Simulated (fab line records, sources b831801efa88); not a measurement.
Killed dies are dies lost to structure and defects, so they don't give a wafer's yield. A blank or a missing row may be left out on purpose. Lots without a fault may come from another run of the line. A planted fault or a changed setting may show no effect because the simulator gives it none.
Which tool did it? | flow sky130 | 11 lots, 33 wafers sampled, at 5 steps of a route of 708

WHAT THE GAUGES READ, wafer by wafer
SKY_LI_CONTACT_OVL_MEAS_13. Usual: LI_CONTACT_OVL -5 nm, standard deviation 6.1.
lot  | measured     | on         | LI_CONTACT_OVL (nm) | flag
L522 | day 28 10:20 | overlay-02 | -4 -2 0             |
L523 | day 29 08:09 | overlay-01 | -3 -1 5             |
L524 | day 29 10:11 | overlay-01 | -10 -8 -9           |
L528 | day 31 13:18 | overlay-01 | -7 -10 -7           |
L530 | day 31 19:08 | overlay-01 | -8 -3 -7            |
L534 | day 32 22:21 | overlay-02 | -1 2 -5             |
L535 | day 33 08:04 | overlay-02 | -6 0 -9             |
L536 | day 33 13:27 | overlay-02 | -3 -9 -6            |
L542 | day 36 03:12 | overlay-02 | 1 0 6               |
L543 | day 36 13:06 | overlay-02 | -12 -8 -13          |
L545 | day 36 14:14 | overlay-01 | -3 -5 -7            |

SKY_LI_CONTACT_RS_MEAS_22: measures by four-point-probe. Usual: LI_CONTACT_W_RS 0.2848 ohm/sq, standard deviation 0.0026.
lot  | measured     | on            | LI_CONTACT_W_RS (ohm/sq) | flag
L522 | day 28 11:04 | film_metro-02 | 0.2849 0.2859 0.2842     |
L523 | day 29 09:01 | film_metro-04 | 0.2884 0.2856 0.2882     |
L524 | day 29 11:13 | film_metro-02 | 0.2838 0.2871 0.2832     |
L528 | day 31 14:01 | film_metro-04 | 0.2840 0.2842 0.2851     |
L530 | day 31 19:51 | film_metro-02 | 0.2825 0.2848 0.2805     |
L534 | day 32 23:04 | film_metro-03 | 0.2549 0.2540 0.2564     | OFF
L535 | day 33 08:49 | film_metro-02 | 0.2799 0.2814 0.2818     |
L536 | day 33 14:12 | film_metro-03 | 0.2516 0.2500 0.2523     | OFF
L542 | day 36 03:56 | film_metro-03 | 0.2838 0.2798 0.2825     |
L543 | day 36 13:50 | film_metro-04 | 0.2849 0.2864 0.2840     |
L545 | day 36 15:04 | film_metro-03 | 0.2875 0.2872 0.2858     |

SKY_LI_CONTACT_THK_MEAS_23: measures by xrf. Usual: LI_CONTACT_W_THK 413 nm, standard deviation 7.4.
lot  | measured     | on            | LI_CONTACT_W_THK (nm) | flag
L522 | day 28 11:11 | film_metro-02 | 413 414 414           |
L523 | day 29 09:07 | film_metro-04 | 398 402 397           |
L524 | day 29 11:20 | film_metro-02 | 412 410 416           |
L528 | day 31 14:08 | film_metro-04 | 408 405 404           |
L530 | day 31 19:58 | film_metro-02 | 420 416 424           |
L534 | day 32 23:11 | film_metro-03 | 470 471 465           | OFF
L535 | day 33 08:55 | film_metro-02 | 421 419 420           |
L536 | day 33 14:19 | film_metro-03 | 471 477 474           | OFF
L542 | day 36 04:03 | film_metro-03 | 421 426 423           |
L543 | day 36 13:57 | film_metro-04 | 411 407 410           |
L545 | day 36 15:10 | film_metro-03 | 413 418 413           |

WHICH TOOL RAN EACH LOT (tool, then ch and the chambers of the sampled wafers, then the start)
lot  | SKY_LI_CONTACT_STRIP_16              | SKY_LI_CONTACT_CVD_21
L522 | plasma_asher-01 ch 0,1, day 28 10:29 | cvd_w-01 ch 0,1, day 28 10:56
L523 | plasma_asher-01 ch 0,1, day 29 08:19 | cvd_w-02 ch 1, day 29 08:47
L524 | plasma_asher-01 ch 0,1, day 29 10:22 | cvd_w-02 ch 1, day 29 10:58
L528 | plasma_asher-04 ch 0,1, day 31 13:28 | cvd_w-02 ch 0,1, day 31 13:54
L530 | plasma_asher-02 ch 0,1, day 31 19:18 | cvd_w-02 ch 0,1, day 31 19:44
L534 | plasma_asher-01 ch 0,1, day 32 22:31 | cvd_w-02 ch 0, day 32 22:57
L535 | plasma_asher-02 ch 0,1, day 33 08:13 | cvd_w-01 ch 0,1, day 33 08:40
L536 | plasma_asher-04 ch 0,1, day 33 13:37 | cvd_w-02 ch 0,1, day 33 14:04
L542 | plasma_asher-04 ch 0,1, day 36 03:22 | cvd_w-02 ch 0,1, day 36 03:48
L543 | plasma_asher-01 ch 0,1, day 36 13:16 | cvd_w-02 ch 0,1, day 36 13:42
L545 | plasma_asher-01 ch 0,1, day 36 14:24 | cvd_w-01 ch 0,1, day 36 14:50
- SKY_LI_CONTACT_STRIP_16: strips in O2/N2.
- SKY_LI_CONTACT_CVD_21: deposits W, target thk 400 nm, time 120.56 s.

WHAT THE TOOLS THEMSELVES READ (means of the sampled wafers that have a number; where no wafer has one, the mark that the record gives instead)
SKY_LI_CONTACT_STRIP_16. Usual: drypump_motor_current_A 5.3 A, standard deviation 0.45; oes_product_au 0.375 a.u., standard deviation 0.0046; strip_time_to_endpoint_s 3.486 s, standard deviation 0.029.
lot  | tool            | drypump_motor_current_A (A) | oes_product_au (a.u.) | strip_time_to_endpoint_s (s) | flag
L522 | plasma_asher-01 | 5.0                         | 0.377                 | 3.485                        |
L523 | plasma_asher-01 | 5.0                         | 0.378                 | 3.512                        |
L524 | plasma_asher-01 | 5.0                         | 0.372                 | 3.478                        |
L528 | plasma_asher-04 | 6.0                         | 0.378                 | 3.479                        |
L530 | plasma_asher-02 | 5.2                         | 0.375                 | 3.492                        |
L534 | plasma_asher-01 | 5.1                         | 0.377                 | 3.469                        |
L535 | plasma_asher-02 | 5.2                         | 0.370                 | 3.489                        |
L536 | plasma_asher-04 | 6.0                         | 0.373                 | 3.464                        |
L542 | plasma_asher-04 | 6.1                         | 0.374                 | 3.484                        |
L543 | plasma_asher-01 | 5.1                         | 0.379                 | 3.481                        |
L545 | plasma_asher-01 | 5.1                         | 0.371                 | 3.470                        |

SKY_LI_CONTACT_CVD_21. Usual: heater_power_outer_w 556 W, standard deviation 53; heater_power_w 884 W, standard deviation 110; susceptor_temp_C 400.01 C, standard deviation 0.22.
lot  | tool     | heater_power_outer_w (W) | heater_power_w (W) | susceptor_temp_C (C) | flag
L522 | cvd_w-01 | 487                      | 794                | 399.95               |
L523 | cvd_w-02 | 611                      | 1001               | 400.11               |
L524 | cvd_w-02 | 615                      | 1002               | 400.01               |
L528 | cvd_w-02 | 609                      | 970                | 400.10               |
L530 | cvd_w-02 | 601                      | 982                | 400.06               |
L534 | cvd_w-02 | 614                      | 986                | 407.32               | OFF
L535 | cvd_w-01 | 501                      | 794                | 400.13               |
L536 | cvd_w-02 | 640                      | 1038               | 407.14               | OFF
L542 | cvd_w-02 | 602                      | 961                | 399.93               |
L543 | cvd_w-02 | 601                      | 975                | 399.98               |
L545 | cvd_w-01 | 505                      | 776                | 400.04               |

THE ANSWER, worked out from the rows above alone
Rule: a lot is off if the mean of its wafers that have a number lies more than 3 standard deviations from the usual mean. A lot without any number at a reading at which 4 lots or more have one is off too. The other lots that the step has rows for count as sound. The gauges are gone through in route order, then the tools' own readings, and for those a lot's mean is taken as printed above. The first step at which some lot is off is used, and at that step the reading that is off furthest; a lot without a number counts as furthest.
Off: L534, L536, at SKY_LI_CONTACT_RS_MEAS_22 (LI_CONTACT_W_RS).
A tool fits if, at a process step before that reading, it ran every lot that is off, and no sound lot after the first of them. The gauges at SKY_LI_CONTACT_RS_MEAS_22 aren't tried: what is off there is off at SKY_LI_CONTACT_CVD_21 too, on other tools, and a gauge's error can't cause that. None of those tried fits.

WHAT THE SIMULATOR HAD PUT IN
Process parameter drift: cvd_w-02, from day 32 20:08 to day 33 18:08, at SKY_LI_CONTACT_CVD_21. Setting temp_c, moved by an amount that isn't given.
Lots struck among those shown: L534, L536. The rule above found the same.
